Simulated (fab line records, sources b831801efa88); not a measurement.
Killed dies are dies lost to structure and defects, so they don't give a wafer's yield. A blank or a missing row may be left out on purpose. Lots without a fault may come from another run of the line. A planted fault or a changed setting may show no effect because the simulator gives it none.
A struck lot beside a sound one | flow sky130 | 15 steps out of a route of 708
Sound: wafers L592.1, L592.3, L592.6. Struck: wafers L584.1, L584.4, L584.5. The cause comes at the end.
At each step with rows: each side's tool, then ch and its chambers, then its first start. Under that, the readings that differ: sound wafers | struck wafers | difference of the means | sigmas: that difference in standard deviations of wafers without a fault.
alike: readings whose means differ by less than 2 such deviations, and words and numbers that are the same on both sides. not compared: withheld readings, readings that some wafer has no value for, bounds like >300 that may hide the same value, and numbers for which the record gives no deviation and whose values overlap.
The two part at a step that has a row with sigmas, a row that says differs or no value, or rows on one side only. Numbers that don't overlap but have no deviation are shown without sigmas and don't part them. A reading that every wafer of one side lacks parts them only if that side has two wafers or more.

SKY_VIA4_THK_MEAS_01:
  sound on film_metro-01, day 45 14:10; struck on film_metro-01, day 43 23:49
  alike: VIA4_HDPCVD_THK
SKY_VIA4_CMP_02: polishes SiO2.
  sound on cmp-02 ch 0,1,2, day 45 14:16; struck on cmp-02 ch 1,2, day 43 23:52
  alike: motor_current_A, slurry_filter_dp_kPa
SKY_VIA4_BOW_MEAS_03:
  sound on film_metro-04, day 45 14:31; struck on film_metro-04, day 44 00:10
  alike: VIA4_BOW
then, 7 steps without rows for these wafers: SKY_VIA4_DEHYDRATE_04 (time 60 s); SKY_VIA4_HMDS_05 (prime time 60 s); SKY_VIA4_COAT_06 (resist thk 1140 nm); SKY_VIA4_SOFTBAKE_07 (time 60 s); SKY_VIA4_EXPOSE_08 (exposes mask VIM4, target cd 800 nm); SKY_VIA4_PEB_09; SKY_VIA4_DEVELOP_10 (develop time 60 s).
SKY_VIA4_OVL_MEAS_11:
  sound on overlay-02, day 46 11:07; struck on overlay-01, day 44 21:55
  alike: VIA4_OVL
SKY_VIA4_ETCH_12: etches SiO2 in C4F8/O2/Ar, stops on TiN, target depth 580 nm.
  sound on rie_diel-01 ch 0,3, day 46 11:09; struck on rie_diel-01 ch 0,1,2, day 44 21:57
  alike: oes_product_au
SKY_VIA4_STRIP_13: strips in O2/N2.
  sound on plasma_asher-01 ch 0, day 46 11:13; struck on plasma_asher-03 ch 0,1, day 44 22:01
  no value came back on the struck wafers for any of 5 readings (chamber_pressure_mTorr (mTorr), drypump_motor_current_A (A) and others); on the sound wafers chamber_pressure_mTorr (mTorr) reads 1498.5 1499.6 1500.2
  reading                                   | sound | struck         | difference | sigmas
  model.NOVOLAK_of_VIA4_COAT_06.thk_nm (nm) | 0 0 0 | 1009 1011 1008 | +1009      |
  not compared: rf_hours_counter_h
then, 1 step without rows for these wafers: SKY_VIA4_STRIP_14 (strips in post etch residue remover, time 1200 s).
-- the record jumps here: 3 days lie between the struck wafers' starts before and after (it left off in module VIA4 and takes up again in module PAD_OPEN, whose first step shown is number 708 of the route) --
SKY_PAD_OPEN_PROBE_99:
  sound on prober-01, day 49 01:55; struck on prober-02, day 47 16:16
  reading                  | sound          | struck         | difference | sigmas
  defect_limited_yield (%) | 82.1 83.7 82.5 | 0 1.0 0.4      | -82        | -48
  killed_at_M0_to_M3       | 47 41 36       | 11 8 10        | -32        | -5
  killed_at_M4_up          | 5 2 3          | 470 472 474    | +469       | +99 or more
  killed_at_contacts       | 25 29 32       | 6 5 5          | -23        | -5
  killed_at_front_end      | 11 8 15        | 4 2 1          | -9         | -2
  killed_dies              | 88 80 86       | 492 487 490    | +405       | +47
  killed_on_rim            | 18 18 20       | 96 96 96       | +77        | +22
  killed_open              | 56 39 49       | 11 10 9        | -38        | -6
  killed_short             | 32 41 37       | 12 6 8         | -28        | -5
  sort_bin_3_pad_short (%) | 1.6 0.6 0.6    | 23.6 23.8 27.4 | +24.0      | +59
  sort_bin_5_function (%)  | 10.6 10.4 12.0 | 73.0 71.7 69.5 | +60.4      | +40
  sort_bin_6_memory (%)    | 5.7 5.3 4.9    | 3.5 3.5 2.6    | -2.1       | -2
  sort_n_pass              | 404 412 406    | 0 5 2          | -405       | -47
  sort_yield_pct (%)       | 82.1 83.7 82.5 | 0 1.0 0.4      | -82        | -48
  alike: killed_at_other

WHERE THEY PART
First at SKY_VIA4_STRIP_13; last, within this record, at SKY_PAD_OPEN_PROBE_99.

WHY: what the simulator had put in
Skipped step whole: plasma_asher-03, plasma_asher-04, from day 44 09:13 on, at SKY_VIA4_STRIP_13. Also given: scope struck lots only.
